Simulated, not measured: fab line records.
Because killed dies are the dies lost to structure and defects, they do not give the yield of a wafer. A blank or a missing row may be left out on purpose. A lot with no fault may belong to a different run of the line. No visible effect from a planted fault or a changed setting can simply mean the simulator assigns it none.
Which tool did it?	flow gf180mcu	42 wafers from 14 lots sampled at 4 of the route's 602 steps

== WHAT THE GAUGES SHOWED, per wafer ==
GF_POLY_GATE_THK_MEAS_17.
lot	measured	on	POLY_GATE_OXIDATION_THK (nm)
L521	day 9 15:55	filmMetro-01	4.03 3.94 3.98
L523	day 10 10:09	filmMetro-01	3.99 4.03 3.97
L524	day 10 14:08	filmMetro-02	3.97 3.99 4.03
L525	day 10 23:44	filmMetro-02	4.08 4.04 4.05
L526	day 11 05:29	filmMetro-01	3.90 4.00 4.01
L527	day 11 10:22	filmMetro-04	4.06 4.01 4.02
L528	day 11 20:49	filmMetro-01	4.01 3.98 3.99
L529	day 12 01:46	filmMetro-04	4.12 4.05 4.09
L531	day 12 14:10	filmMetro-02	4.08 4.07 4.02
L533	day 13 10:45	filmMetro-01	4.05 4.02 4.02
L535	day 14 00:10	filmMetro-01	4.02 4.02 4.04
L540	day 15 15:31	filmMetro-04	4.02 3.97 3.99
L541	day 15 19:37	filmMetro-02	3.94 3.95 3.91
L542	day 16 02:54	filmMetro-01	3.90 3.96 3.90

GF_HV_LDD_CD_MEAS_07: the cd target is 400 nm.
lot	measured	on	cdNm (nm)
L521	day 10 09:15	cdSem-01	398.9 399.2 400.3
L523	day 11 04:25	cdSem-01	399.4 398.8 398.6
L524	day 11 08:08	cdSem-02	396.1 396.6 395.5
L525	day 11 17:52	cdSem-01	397.7 398.1 399.2
L526	day 12 00:37	cdSem-01	402.1 398.4 399.3
L527	day 12 05:33	cdSem-02	399.7 398.8 398.9
L528	day 12 16:28	cdSem-01	400.1 399.2 399.4
L529	day 12 21:33	cdSem-02	398.6 396.5 399.0
L531	day 13 10:12	cdSem-01	397.7 398.4 398.0
L533	day 14 07:49	cdSem-01	398.9 398.5 399.9
L535	day 14 21:22	cdSem-02	398.4 396.9 399.4
L540	day 16 13:12	cdSem-01	396.9 397.3 396.7
L541	day 16 17:48	cdSem-01	400.6 397.5 399.8
L542	day 17 01:10	cdSem-02	397.2 395.6 398.7

== WHICH TOOL RAN EACH LOT (tool, then ch and the chambers of the sampled wafers, then the start) ==
lot	GF_DUAL_GATE_STRIP_13	GF_HV_LDD_DEHYDRATE_00
L521	plasmaAsher-01 ch 0,1, day 8 17:40	lithoTrack-01 ch 0, day 10 00:12
L523	plasmaAsher-04 ch 0,1, day 9 10:14	lithoTrack-02 ch 0, day 10 18:51
L524	plasmaAsher-01 ch 0,1, day 9 15:03	lithoTrack-02 ch 0, day 10 22:24
L525	plasmaAsher-04 ch 0,1, day 9 23:42	lithoTrack-01 ch 0, day 11 08:32
L526	plasmaAsher-03 ch 0,1, day 10 05:43	lithoTrack-01 ch 0, day 11 14:41
L527	plasmaAsher-01 ch 0,1, day 10 11:11	lithoTrack-01 ch 0, day 11 19:09
L528	plasmaAsher-03 ch 1, day 10 21:28	lithoTrack-02 ch 0, day 12 06:18
L529	plasmaAsher-03 ch 0,1, day 11 02:31	lithoTrack-01 ch 0, day 12 11:36
L531	plasmaAsher-03 ch 0,1, day 11 11:43	lithoTrack-04 ch 0, day 12 23:34
L533	plasmaAsher-03 ch 1, day 12 09:49	lithoTrack-02 ch 0, day 13 20:44
L535	plasmaAsher-03 ch 0, day 12 21:08	lithoTrack-02 ch 0, day 14 10:17
L540	plasmaAsher-04 ch 0,1, day 14 11:37	lithoTrack-04 ch 0, day 16 01:45
L541	plasmaAsher-03 ch 0,1, day 14 17:01	lithoTrack-04 ch 0, day 16 06:24
L542	plasmaAsher-03 ch 0,1, day 15 00:51	lithoTrack-01 ch 0, day 16 13:25
- GF_DUAL_GATE_STRIP_13: strips in O2/N2.
- GF_HV_LDD_DEHYDRATE_00: time 60 s.

== WHAT THE TOOLS THEMSELVES READ (means of the sampled wafers that have a number; where no wafer has one, the mark that the record gives instead) ==
GF_DUAL_GATE_STRIP_13.
lot	tool	drypumpMotorCurrentA (A)	heaterPowerW (W)	oesProductAu (a.u.)	stripTimeToEndpointS (s)
L521	plasmaAsher-01	6.0	345	0.711	12.64
L523	plasmaAsher-04	5.5	311	0.716	12.68
L524	plasmaAsher-01	5.8	330	0.715	12.64
L525	plasmaAsher-04	5.5	341	0.714	12.64
L526	plasmaAsher-03	6.3	325	0.715	12.64
L527	plasmaAsher-01	6.0	350	0.714	12.63
L528	plasmaAsher-03	5.9	335	0.715	12.66
L529	plasmaAsher-03	6.1	330	0.712	12.64
L531	plasmaAsher-03	6.1	320	0.710	12.69
L533	plasmaAsher-03	5.9	342	0.721	12.61
L535	plasmaAsher-03	6.5	315	0.719	12.62
L540	plasmaAsher-04	5.5	340	0.715	12.68
L541	plasmaAsher-03	6.1	330	0.715	12.59
L542	plasmaAsher-03	6.3	317	0.712	12.63

GF_HV_LDD_DEHYDRATE_00.
lot	tool	heaterPowerTotalW (W)	plateTempC (C)
L521	lithoTrack-01	160.40	200.12
L523	lithoTrack-02	160.46	200.00
L524	lithoTrack-02	160.39	199.91
L525	lithoTrack-01	160.40	200.03
L526	lithoTrack-01	160.32	199.71
L527	lithoTrack-01	160.47	199.98
L528	lithoTrack-02	160.43	199.95
L529	lithoTrack-01	160.43	199.97
L531	lithoTrack-04	160.39	199.80
L533	lithoTrack-02	151.87	191.63
L535	lithoTrack-02	151.86	191.41
L540	lithoTrack-04	160.35	200.03
L541	lithoTrack-04	160.29	200.26
L542	lithoTrack-01	160.22	200.03

== THE ANSWER, worked out from the rows above alone ==
Rule: the lots themselves supply what counts as usual. The widest of any qualifying gaps counts: lots, ordered by their means at a reading, are off when they make up no more than a third of the lots, leave a main group of 4 or more, and stand apart from it by 3 or more times the standard deviation of that group's means. A main group is skipped when, at the precision printed for the reading in the tables above, its means are all equal. Also off: a lot with no number at a reading for which 4 or more lots have one. Where the step has rows for the other lots, those lots are counted as sound. Order of review: gauges by route order, followed by the tools' own readings, for which a lot's mean as printed above is used. At the first step where some lot is off, the reading lying furthest off is the one used; lots without a number count as furthest.
Off: L533, L535, at GF_HV_LDD_DEHYDRATE_00 (heaterPowerTotalW). The main group has a mean of 160.38 W with a standard deviation of 0.07.
If a tool, at that step or one of the process steps before it, ran each lot that is off and ran no sound lot following the first of them, it fits. One candidate fits, namely lithoTrack-02 at GF_HV_LDD_DEHYDRATE_00. A fault onset in the window from L528 (day 12 06:18, its last sound lot) to L533 (day 13 20:44, its first lot off) fits.
The tool's own readings at GF_HV_LDD_DEHYDRATE_00 bear it out: on the lots that are off they differ by more than 5 times the standard deviation of the sound lots' means. heaterPowerTotalW reads 151.87 W there against 160.38 W on the sound lots; plateTempC reads 191.52 C there against 199.98 C on the sound lots.

== WHAT THE SIMULATOR HAD PUT IN ==
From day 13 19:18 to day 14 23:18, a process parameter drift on lithoTrack-02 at GF_HV_LDD_DEHYDRATE_00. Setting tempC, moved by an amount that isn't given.
Struck lots among those shown: L533, L535. This agrees with what the rule above found.
